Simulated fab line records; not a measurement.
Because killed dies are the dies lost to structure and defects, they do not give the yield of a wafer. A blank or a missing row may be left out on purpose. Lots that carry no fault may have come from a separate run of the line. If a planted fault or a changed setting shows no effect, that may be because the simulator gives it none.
Struck lot and sound lot, side by side	flow sky130	30 steps out of a route of 708
Sound: wafers L630.3, L630.4, L630.5. The struck wafers were L645.1, L645.2, L645.5. The cause comes at the end.
For every step that has rows: the tool of each side, followed by ch and its chambers, followed by its first start. Under that, the readings that differ: sound wafers	struck wafers	difference of the means	sigmas: that difference in standard deviations of wafers without a fault.
alike: readings with means less than 2 such deviations apart, plus words and numbers identical on both sides. not compared: withheld readings, readings lacking a value on some wafer, bounds such as >300 that could conceal the same value, and numbers that have no deviation in the record and whose values overlap.
A row with sigmas, a row that says differs or no value, or rows on one side alone: a step with any of these is where the two part. Non-overlapping numbers with no deviation appear without sigmas and do not part them. Lack of a reading on every wafer of one side parts them only where that side has two or more wafers.

first, 9 steps without rows for these wafers: SKY_SD_P_EXPOSE_04 (exposes mask PSDM, target cd 380 nm); SKY_SD_P_PEB_05; SKY_SD_P_DEVELOP_06 (develop time 60 s); SKY_SD_P_IMPLANT_09; SKY_SD_P_STRIP_10 (strips in O2/N2); SKY_RES_XHIGH_DEHYDRATE_00 (time 60 s); SKY_RES_XHIGH_HMDS_01 (prime time 60 s); SKY_RES_XHIGH_COAT_02 (resist thk 1140 nm); SKY_RES_XHIGH_SOFTBAKE_03 (time 60 s).
SKY_RES_XHIGH_EXPOSE_04: exposes mask URPM, target cd 1270 nm.
  sound on iline stepper-02 ch 0, day 27 13:20; struck on iline stepper-01 ch 0, day 32 16:26
reading	sound	struck	difference	sigmas
model.RES_XHIGH.overlay x nm (nm)	0.965 0.965 0.965	305.8 305.8 305.8	+304.8	
  alike: mask
then, 19 steps without rows for these wafers: SKY_RES_XHIGH_PEB_05; SKY_RES_XHIGH_DEVELOP_06 (develop time 60 s); SKY_RES_XHIGH_IMPLANT_07; SKY_RES_XHIGH_STRIP_08 (strips in O2/N2); SKY_SD_N_DEHYDRATE_00 (time 60 s); SKY_SD_N_HMDS_01 (prime time 60 s); SKY_SD_N_COAT_02 (resist thk 1140 nm); SKY_SD_N_SOFTBAKE_03 (time 60 s); SKY_SD_N_EXPOSE_04 (exposes mask NSDM, target cd 380 nm); SKY_SD_N_PEB_05; SKY_SD_N_DEVELOP_06 (develop time 60 s); SKY_SD_N_IMPLANT_09; SKY_SD_N_IMPLANT_10; SKY_SD_N_STRIP_11 (strips in O2/N2); SKY_SD_N_CLEAN_13 (cleans in SC1/SC2, time 150 s); SKY_SD_N_RTA_14 (time 2 s); SKY_SALICIDE_CLEAN_00 (cleans in HF-last, time 30 s); SKY_LI_CONTACT_HDPCVD_00 (deposits PSG, target thk 930 nm, time 155 s); SKY_LI_CONTACT_CMP_02 (polishes PSG).
-- record jumps: 18 days separate the struck wafers' starts on either side; left off in module LI_CONTACT, taken up again in module PAD_OPEN, whose first shown step is the route's number 708 --
SKY_PAD_OPEN_PROBE_99:
  struck on prober-02, day 50 09:14; sound on prober-02, day 46 23:41
reading	sound	struck	difference	sigmas
hold	- - -	await dispo/10.4h/release await dispo/10.4h/release await dispo/10.4h/release	no value on the sound wafers	
killed at other	0 0 0	63 70 68	+67	+99 or more
killed dies	93 88 68	166 153 176	+82	+8
killed on rim	20 16 14	35 33 26	+15	+4
killed short	34 35 29	53 37 48	+13	+2
model.etest.res xhigh po.line ohm um	5796 5850 6121	8159 8690 8432	+2505	
model.etest.res xhigh po.width nm (nm)	352.4 347.5 346	246.2 246.8 246.4	-102.2	
  alike: killed_at_M0_to_M3, killed_at_M4_up, killed at contacts, killed at front end, killed open

== WHERE THEY PART ==
Only at SKY_PAD_OPEN_PROBE_99, within this record.

WHY: what had been put in by the simulator
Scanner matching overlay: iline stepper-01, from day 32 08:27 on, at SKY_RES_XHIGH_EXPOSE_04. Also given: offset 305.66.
